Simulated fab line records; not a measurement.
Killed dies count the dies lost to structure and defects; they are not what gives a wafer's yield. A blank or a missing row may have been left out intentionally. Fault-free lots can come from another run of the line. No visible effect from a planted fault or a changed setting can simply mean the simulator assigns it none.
Split-lot study || flow sky130 || route with 708 steps; 5 lots, 23 wafers read

## THE SPLIT
At SKY_NWELL_COAT_18 (resist thk 3000 nm), the setting resist thk nm was moved away from the recipe's 3000 nm on 6 of the 23 wafers read, by -6.0% to +2.8%. All remaining wafers had this setting at the recipe value.

The reading is taken at the split's own step.

## THE READING
coat_of_NWELL_COAT_18.thk nm (the simulator's own value, which no gauge read), in nm, at SKY_NWELL_COAT_18 (resist thk 3000 nm). The file does not state a usual value for it. The 17 wafers here that ran the recipe average 2993 nm, standard deviation 12 nm.

{"wafer": "L076.1", "tool, chamber at the split": "litho track-04, 0", "resist thk nm as run, nm": 3055, "against the recipe": "+1.8%", "coat_of_NWELL_COAT_18.thk nm, nm": 3054, "against lot-mates on the recipe": "+61"}
{"wafer": "L076.2", "tool, chamber at the split": "litho track-04, 0", "resist thk nm as run, nm": 3055, "against the recipe": "+1.8%", "coat_of_NWELL_COAT_18.thk nm, nm": 3042, "against lot-mates on the recipe": "+49"}
{"wafer": "L076.3", "tool, chamber at the split": "litho track-04, 0", "resist thk nm as run, nm": 3000, "against the recipe": "recipe", "coat_of_NWELL_COAT_18.thk nm, nm": 2991, "against lot-mates on the recipe": "-"}
{"wafer": "L076.5", "tool, chamber at the split": "litho track-04, 0", "resist thk nm as run, nm": 3000, "against the recipe": "recipe", "coat_of_NWELL_COAT_18.thk nm, nm": 2995, "against lot-mates on the recipe": "-"}
{"wafer": "L076.6", "tool, chamber at the split": "litho track-04, 0", "resist thk nm as run, nm": 3000, "against the recipe": "recipe", "coat_of_NWELL_COAT_18.thk nm, nm": 2992, "against lot-mates on the recipe": "-"}
{"wafer": "L080.1", "tool, chamber at the split": "litho track-02, 0", "resist thk nm as run, nm": 3000, "against the recipe": "recipe", "coat_of_NWELL_COAT_18.thk nm, nm": 3007, "against lot-mates on the recipe": "-"}
{"wafer": "L080.3", "tool, chamber at the split": "litho track-02, 0", "resist thk nm as run, nm": 3000, "against the recipe": "recipe", "coat_of_NWELL_COAT_18.thk nm, nm": 3009, "against lot-mates on the recipe": "-"}
{"wafer": "L080.4", "tool, chamber at the split": "litho track-02, 0", "resist thk nm as run, nm": 3000, "against the recipe": "recipe", "coat_of_NWELL_COAT_18.thk nm, nm": 3008, "against lot-mates on the recipe": "-"}
{"wafer": "L080.5", "tool, chamber at the split": "litho track-02, 0", "resist thk nm as run, nm": 3000, "against the recipe": "recipe", "coat_of_NWELL_COAT_18.thk nm, nm": 3006, "against lot-mates on the recipe": "-"}
{"wafer": "L080.6", "tool, chamber at the split": "litho track-02, 0", "resist thk nm as run, nm": 3000, "against the recipe": "recipe", "coat_of_NWELL_COAT_18.thk nm, nm": 3003, "against lot-mates on the recipe": "-"}
{"wafer": "L082.1", "tool, chamber at the split": "litho track-04, 0", "resist thk nm as run, nm": 3000, "against the recipe": "recipe", "coat_of_NWELL_COAT_18.thk nm, nm": 2982, "against lot-mates on the recipe": "-"}
{"wafer": "L082.2", "tool, chamber at the split": "litho track-04, 0", "resist thk nm as run, nm": 3000, "against the recipe": "recipe", "coat_of_NWELL_COAT_18.thk nm, nm": 2978, "against lot-mates on the recipe": "-"}
{"wafer": "L082.3", "tool, chamber at the split": "litho track-04, 0", "resist thk nm as run, nm": 3084, "against the recipe": "+2.8%", "coat_of_NWELL_COAT_18.thk nm, nm": 3068, "against lot-mates on the recipe": "+84"}
{"wafer": "L082.5", "tool, chamber at the split": "litho track-04, 0", "resist thk nm as run, nm": 3000, "against the recipe": "recipe", "coat_of_NWELL_COAT_18.thk nm, nm": 2992, "against lot-mates on the recipe": "-"}
{"wafer": "L082.6", "tool, chamber at the split": "litho track-04, 0", "resist thk nm as run, nm": 3084, "against the recipe": "+2.8%", "coat_of_NWELL_COAT_18.thk nm, nm": 3067, "against lot-mates on the recipe": "+83"}
{"wafer": "L083.4", "tool, chamber at the split": "litho track-04, 0", "resist thk nm as run, nm": 3000, "against the recipe": "recipe", "coat_of_NWELL_COAT_18.thk nm, nm": 2977, "against lot-mates on the recipe": "-"}
{"wafer": "L083.5", "tool, chamber at the split": "litho track-04, 0", "resist thk nm as run, nm": 3000, "against the recipe": "recipe", "coat_of_NWELL_COAT_18.thk nm, nm": 2973, "against lot-mates on the recipe": "-"}
{"wafer": "L083.6", "tool, chamber at the split": "litho track-04, 0", "resist thk nm as run, nm": 3000, "against the recipe": "recipe", "coat_of_NWELL_COAT_18.thk nm, nm": 2976, "against lot-mates on the recipe": "-"}
{"wafer": "L085.2", "tool, chamber at the split": "litho track-01, 0", "resist thk nm as run, nm": 2821, "against the recipe": "-6.0%", "coat_of_NWELL_COAT_18.thk nm, nm": 2821, "against lot-mates on the recipe": -174}
{"wafer": "L085.3", "tool, chamber at the split": "litho track-01, 0", "resist thk nm as run, nm": 3000, "against the recipe": "recipe", "coat_of_NWELL_COAT_18.thk nm, nm": 3000, "against lot-mates on the recipe": "-"}
{"wafer": "L085.4", "tool, chamber at the split": "litho track-01, 0", "resist thk nm as run, nm": 3000, "against the recipe": "recipe", "coat_of_NWELL_COAT_18.thk nm, nm": 2995, "against lot-mates on the recipe": "-"}
{"wafer": "L085.5", "tool, chamber at the split": "litho track-01, 0", "resist thk nm as run, nm": 2821, "against the recipe": "-6.0%", "coat_of_NWELL_COAT_18.thk nm, nm": 2819, "against lot-mates on the recipe": -176}
{"wafer": "L085.6", "tool, chamber at the split": "litho track-01, 0", "resist thk nm as run, nm": 3000, "against the recipe": "recipe", "coat_of_NWELL_COAT_18.thk nm, nm": 2991, "against lot-mates on the recipe": "-"}

THE FIT
A straight line over all 23 wafers: coat_of_NWELL_COAT_18.thk nm changes by +28.6 nm for each +1% of resist thk nm; r = +0.98; the points scatter about the line by 11 nm.
The same after taking each lot's own level away (the mean of its wafers on the recipe; 23 wafers): +29.5 nm for each +1%; r = +1.00; scatter 3.5 nm.
The reading moves by 1.8e+02 nm for the largest change in resist thk nm, on that fit.
The lots' own levels span 2975.3 to 3006.6 nm, that is 2.7 times the standard deviation above.
So the lot-to-lot level changes the slope little: the two slopes agree.
Check: with one of the wafers moved furthest among these (-6.0%) left out of the fit, the line predicts -177 nm for it against its lot-mates. Against them it came out at -174 nm.

## ADDITIONAL SPLITS CARRIED BY THESE WAFERS
Note: prior to the reading, these wafers also went through further splits. Each is held against what the fit with the lots' levels taken away leaves over:
{"other split on the same wafers": "SKY_FIELD_ISO_CVD_03 pressure mtorr", "wafers away from the commonest value": 15, "r with coat_of_NWELL_COAT_18.thk nm (lot level and that fit taken away)": "+0.04"}
{"other split on the same wafers": "SKY_NWELL_OXIDATION_01 temp c", "wafers away from the commonest value": 10, "r with coat_of_NWELL_COAT_18.thk nm (lot level and that fit taken away)": "+0.02"}
{"other split on the same wafers": "SKY_NWELL_COAT_05 spin rpm", "wafers away from the commonest value": 11, "r with coat_of_NWELL_COAT_18.thk nm (lot level and that fit taken away)": -0.14}

## THE WHOLE CHAIN: every reading that the file lists as answering this split, in the file's order
{"step": "SKY_NWELL_COAT_18", "what it does": "resist thk 3000 nm", "reading": "coat_of_NWELL_COAT_18.thk nm (the simulator's own value, which no gauge read)", "change (the file's fit)": "+29.5 nm for each +1% of the setting", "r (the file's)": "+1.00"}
{"step": "SKY_NWELL_STRIP_25", "what it does": "strips in O2/N2", "reading": "strip time to endpoint s", "change (the file's fit)": "withheld for each +1% of the setting", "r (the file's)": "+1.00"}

## THE FILE'S OWN FIT
coat_of_NWELL_COAT_18.thk nm changes by +29.5 nm for each +1% of resist thk nm, r = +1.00.
